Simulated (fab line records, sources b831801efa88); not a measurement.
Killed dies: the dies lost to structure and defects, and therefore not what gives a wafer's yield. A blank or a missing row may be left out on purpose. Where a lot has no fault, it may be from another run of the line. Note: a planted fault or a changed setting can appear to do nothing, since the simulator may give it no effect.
Which tool did it? + flow sky130 + Sampling: 15 lots, 45 wafers, 4 of 708 route steps

WHAT EACH GAUGE READ, for each wafer
The record holds no reading of a measuring or inspecting step that can be judged against a usual standard deviation.

WHAT TOOL EACH LOT RAN ON (gives the tool, then ch and the chambers of the sampled wafers, and finally the start)
| lot  | SKY_METAL4_SPUTTER_02        | SKY_METAL4_SPUTTER_03        | SKY_METAL5_METAL_ETCH_15          | SKY_PAD_OPEN_ANNEAL_12        |
|------|------------------------------|------------------------------|-----------------------------------|-------------------------------|
| L195 | pvd_sputter-03, day 39 17:10 | pvd_sputter-03, day 39 17:12 | rie_metal-02 ch 0,1, day 43 20:35 | furnace-02 ch 0, day 45 17:09 |
| L197 | pvd_sputter-03, day 39 22:50 | pvd_sputter-03, day 39 22:52 | rie_metal-02 ch 0,1, day 43 23:59 | furnace-02 ch 0, day 45 20:58 |
| L198 | pvd_sputter-03, day 40 17:03 | pvd_sputter-03, day 40 17:05 | rie_metal-02 ch 0,1, day 44 19:11 | furnace-02 ch 0, day 46 14:54 |
| L199 | pvd_sputter-03, day 40 17:46 | pvd_sputter-03, day 40 17:47 | rie_metal-03 ch 0,1, day 44 18:53 | furnace-01 ch 0, day 46 13:58 |
| L200 | pvd_sputter-02, day 41 07:11 | pvd_sputter-02, day 41 07:14 | rie_metal-02 ch 0,1, day 45 04:47 | furnace-01 ch 0, day 46 23:44 |
| L202 | pvd_sputter-02, day 41 21:38 | pvd_sputter-02, day 41 21:40 | rie_metal-04 ch 0,1, day 45 20:35 | furnace-01 ch 0, day 47 14:31 |
| L203 | pvd_sputter-02, day 42 04:19 | pvd_sputter-02, day 42 04:21 | rie_metal-04 ch 0,1, day 46 01:17 | furnace-02 ch 0, day 47 20:22 |
| L204 | pvd_sputter-03, day 42 16:49 | pvd_sputter-03, day 42 16:51 | rie_metal-02 ch 0,1, day 46 10:47 | furnace-01 ch 0, day 48 04:52 |
| L206 | pvd_sputter-04, day 43 01:22 | pvd_sputter-04, day 43 01:24 | rie_metal-03 ch 0,1, day 46 20:08 | furnace-01 ch 0, day 48 12:54 |
| L208 | pvd_sputter-03, day 43 22:29 | pvd_sputter-03, day 43 22:32 | rie_metal-03 ch 0,1, day 47 13:29 | furnace-01 ch 0, day 49 03:51 |
| L209 | pvd_sputter-03, day 43 22:47 | pvd_sputter-03, day 43 22:50 | rie_metal-02 ch 0,1, day 47 13:46 | furnace-02 ch 0, day 49 04:16 |
| L210 | pvd_sputter-02, day 44 09:49 | pvd_sputter-02, day 44 09:52 | rie_metal-04 ch 0,1, day 48 01:12 | furnace-02 ch 0, day 49 14:40 |
| L211 | pvd_sputter-04, day 44 16:10 | pvd_sputter-04, day 44 16:12 | rie_metal-04 ch 0,1, day 48 05:38 | furnace-01 ch 0, day 49 19:21 |
| L214 | pvd_sputter-03, day 45 05:45 | pvd_sputter-03, day 45 05:47 | rie_metal-02 ch 1, day 48 16:47   | furnace-02 ch 0, day 50 04:47 |
| L215 | pvd_sputter-02, day 45 14:16 | pvd_sputter-02, day 45 14:18 | rie_metal-03 ch 0, day 48 23:10   | furnace-02 ch 0, day 50 10:46 |
- SKY_METAL4_SPUTTER_02: material AlCu, target thk 735 nm, time 39.1 s.
- SKY_METAL4_SPUTTER_03: material Ti, target thk 5 nm, time 3.3 s.
- SKY_METAL5_METAL_ETCH_15: etches the open film in Cl2/BCl3, stops on SiO2, target depth 1260 nm, time 252 s.
- SKY_PAD_OPEN_ANNEAL_12

WHAT THE TOOLS THEMSELVES READ (means of the sampled wafers that have a number; where no wafer has one, the mark that the record gives instead)
SKY_METAL4_SPUTTER_02.
| lot  | tool           | throttle_valve_pct (%) |
|------|----------------|------------------------|
| L195 | pvd_sputter-03 | 30.1                   |
| L197 | pvd_sputter-03 | 30.0                   |
| L198 | pvd_sputter-03 | 29.9                   |
| L199 | pvd_sputter-03 | 30.1                   |
| L200 | pvd_sputter-02 | 29.4                   |
| L202 | pvd_sputter-02 | 30.3                   |
| L203 | pvd_sputter-02 | 29.6                   |
| L204 | pvd_sputter-03 | 30.4                   |
| L206 | pvd_sputter-04 | 30.4                   |
| L208 | pvd_sputter-03 | 30.4                   |
| L209 | pvd_sputter-03 | 30.0                   |
| L210 | pvd_sputter-02 | 29.4                   |
| L211 | pvd_sputter-04 | 30.9                   |
| L214 | pvd_sputter-03 | 30.5                   |
| L215 | pvd_sputter-02 | 29.4                   |

SKY_METAL4_SPUTTER_03.
| lot  | tool           | throttle_valve_pct (%) |
|------|----------------|------------------------|
| L195 | pvd_sputter-03 | 30.2                   |
| L197 | pvd_sputter-03 | 30.2                   |
| L198 | pvd_sputter-03 | 30.0                   |
| L199 | pvd_sputter-03 | 30.2                   |
| L200 | pvd_sputter-02 | 29.5                   |
| L202 | pvd_sputter-02 | 30.2                   |
| L203 | pvd_sputter-02 | 29.3                   |
| L204 | pvd_sputter-03 | 30.6                   |
| L206 | pvd_sputter-04 | 30.5                   |
| L208 | pvd_sputter-03 | 30.2                   |
| L209 | pvd_sputter-03 | 30.2                   |
| L210 | pvd_sputter-02 | 29.5                   |
| L211 | pvd_sputter-04 | 30.6                   |
| L214 | pvd_sputter-03 | 30.5                   |
| L215 | pvd_sputter-02 | 29.6                   |

SKY_METAL5_METAL_ETCH_15.
| lot  | tool         | bias_w (W) | drypump_motor_current_A (A) | oes_product_au (a.u.) | throttle_valve_pct (%) |
|------|--------------|------------|-----------------------------|-----------------------|------------------------|
| L195 | rie_metal-02 | 48.48      | 5.66                        | 0.892                 | 22.264                 |
| L197 | rie_metal-02 | 48.41      | 5.58                        | 0.891                 | 22.266                 |
| L198 | rie_metal-02 | 48.48      | 5.58                        | 0.890                 | 22.270                 |
| L199 | rie_metal-03 | 48.37      | 5.62                        | 0.892                 | 22.253                 |
| L200 | rie_metal-02 | 48.42      | 5.57                        | 0.893                 | 22.254                 |
| L202 | rie_metal-04 | 48.72      | 5.79                        | 0.895                 | 22.261                 |
| L203 | rie_metal-04 | 48.59      | 5.86                        | 0.898                 | 22.263                 |
| L204 | rie_metal-02 | 48.39      | 5.66                        | 0.895                 | 22.269                 |
| L206 | rie_metal-03 | 48.44      | 5.60                        | 0.896                 | 22.263                 |
| L208 | rie_metal-03 | 48.44      | 5.75                        | 0.896                 | 22.263                 |
| L209 | rie_metal-02 | 48.64      | 5.66                        | 0.891                 | 22.260                 |
| L210 | rie_metal-04 | 48.53      | 5.85                        | 0.895                 | 22.275                 |
| L211 | rie_metal-04 | 48.40      | 5.88                        | 0.893                 | 22.260                 |
| L214 | rie_metal-02 | 48.52      | 5.77                        | 0.892                 | 22.262                 |
| L215 | rie_metal-03 | 48.48      | 5.90                        | 0.894                 | 22.262                 |

SKY_PAD_OPEN_ANNEAL_12.
| lot  | tool       | ramp_up_c_per_min | spike_tc_centre_C (C) | spike_tc_lower_C (C) | spike_tc_upper_C (C) | tube_center_temp_C (C) | tube_center_temp_C_max | zone_power_bottom_pct (%) |
|------|------------|-------------------|-----------------------|----------------------|----------------------|------------------------|------------------------|---------------------------|
| L195 | furnace-02 | 7.9997            | 401.5                 | 400.1                | 398.4                | 400                    | 401.05                 | 5.91                      |
| L197 | furnace-02 | 7.9992            | 401.5                 | 401.1                | 398.5                | 400                    | 400.94                 | 5.90                      |
| L198 | furnace-02 | 7.9983            | 401.6                 | 400.7                | 399.6                | 400                    | 400.98                 | 5.88                      |
| L199 | furnace-01 | 7.9991            | 399.2                 | 401.3                | 397.8                | 400                    | 400.95                 | 6.08                      |
| L200 | furnace-01 | 8.0010            | 399.7                 | 400.8                | 399.3                | 400                    | 401.06                 | 6.13                      |
| L202 | furnace-01 | 8.0014            | 400.9                 | 401.2                | 399.4                | 400                    | 401.04                 | 6.17                      |
| L203 | furnace-02 | 7.9993            | 401.2                 | 400.3                | 398.8                | 400                    | 400.98                 | 5.91                      |
| L204 | furnace-01 | 8.0000            | 400.3                 | 400.1                | 399.2                | 400                    | 401.00                 | 6.04                      |
| L206 | furnace-01 | 8.0010            | 398.2                 | 397.8                | 396.7                | 397                    | 398.15                 | 5.99                      |
| L208 | furnace-01 | 8.0005            | 396.8                 | 398.2                | 396.4                | 397                    | 398.35                 | 6.08                      |
| L209 | furnace-02 | 8.0004            | 402.1                 | 399.6                | 399.5                | 400                    | 400.93                 | 5.91                      |
| L210 | furnace-02 | 7.9995            | 400.0                 | 400.6                | 398.7                | 400                    | 401.00                 | 5.92                      |
| L211 | furnace-01 | 7.9998            | 396.1                 | 397.3                | 396.7                | 397                    | 398.24                 | 6.05                      |
| L214 | furnace-02 | 8.0001            | 401.5                 | 399.5                | 399.2                | 400                    | 401.09                 | 5.94                      |
| L215 | furnace-02 | 8.0004            | 400.3                 | 401.3                | 398.9                | 400                    | 400.98                 | 5.95                      |

THE ANSWER, worked out from the rows above alone
Rule: what is usual is taken from the lots themselves. Put in order of their means at a reading, lots are off if they are a third of the lots or fewer, leave a main group of 4 or more, and stand apart from it by a gap of 3 or more times the standard deviation of the main group's means; of several such gaps the widest counts. If all means in a main group match to the digits the tables above print for the reading, that group is not used. Also off: a lot with no number at a reading for which 4 or more lots have one. Any other lot the step has rows for is counted as sound. First the gauges in route order, then the tools' own readings, where a lot's mean is used as printed above. The first step at which some lot is off is used, and at that step the reading that is off furthest; a lot without a number counts as furthest.
Off, at SKY_PAD_OPEN_ANNEAL_12 on tube_center_temp_C_max: L206, L208, L211. Mean 401.00 and standard deviation 0.048 in the main group.
A tool fits if, at that step or a process step before it, it ran every lot that is off, and no sound lot after the first of them. One fits: SKY_PAD_OPEN_ANNEAL_12 on furnace-01. Its last sound lot is L204 (day 48 04:52), its first lot that is off L206 (day 48 12:54): a fault that began between those two fits.
The tool's own readings at SKY_PAD_OPEN_ANNEAL_12 bear it out: on the lots that are off they differ by more than 5 times the standard deviation of the sound lots' means. tube_center_temp_C reads 397 C there against 400 C on the sound lots; tube_center_temp_C_max reads 398.25 there against 401.00 on the sound lots.

WHAT THE SIMULATOR PUT IN
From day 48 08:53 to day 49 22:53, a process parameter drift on furnace-01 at SKY_PAD_OPEN_ANNEAL_12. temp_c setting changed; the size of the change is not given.
Shown lots that were struck: L206, L208, L211. Same finding as the rule above.
